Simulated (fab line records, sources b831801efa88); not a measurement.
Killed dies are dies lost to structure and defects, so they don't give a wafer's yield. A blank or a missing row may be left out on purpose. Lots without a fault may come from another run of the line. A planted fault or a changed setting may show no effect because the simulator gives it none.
Which tool did it? | flow gf180mcu | 7 lots, 20 wafers sampled, at 1 step of a route of 602

WHAT THE GAUGES READ, wafer by wafer
GF_POLY_GATE_CD_MEAS_10: target cd 280 nm.
lot  | measured     | on        | cd_nm (nm)
L338 | day 9 12:05  | cd_sem-02 | 279.1 280.5 279.4
L342 | day 10 18:17 | cd_sem-02 | 278.5 277.6
L350 | day 13 02:03 | cd_sem-01 | 280.4 280.0 279.2
L353 | day 13 21:33 | cd_sem-01 | 282.2 281.5 281.4
L354 | day 14 19:16 | cd_sem-02 | 278.9 280.3 279.7
L357 | day 15 06:53 | cd_sem-02 | 280.0 280.8 279.8
L359 | day 15 16:19 | cd_sem-02 | 280.6 280.3 280.0

WHICH TOOL RAN EACH LOT (tool, then ch and the chambers of the sampled wafers, then the start)
The record holds no process step before these readings.

THE ANSWER, worked out from the rows above alone
Rule: what is usual is taken from the lots themselves. Put in order of their means at a reading, lots are off if they are a third of the lots or fewer, leave a main group of 4 or more, and stand apart from it by a gap of 3 or more times the standard deviation of the main group's means; of several such gaps the widest counts. A main group whose means are all the same, to the digits that the tables above print for the reading, isn't used. A lot without any number at a reading at which 4 lots or more have one is off too. The other lots that the step has rows for count as sound.
No lot is off at any reading shown: from this, nothing can be told.

WHAT THE SIMULATOR HAD PUT IN
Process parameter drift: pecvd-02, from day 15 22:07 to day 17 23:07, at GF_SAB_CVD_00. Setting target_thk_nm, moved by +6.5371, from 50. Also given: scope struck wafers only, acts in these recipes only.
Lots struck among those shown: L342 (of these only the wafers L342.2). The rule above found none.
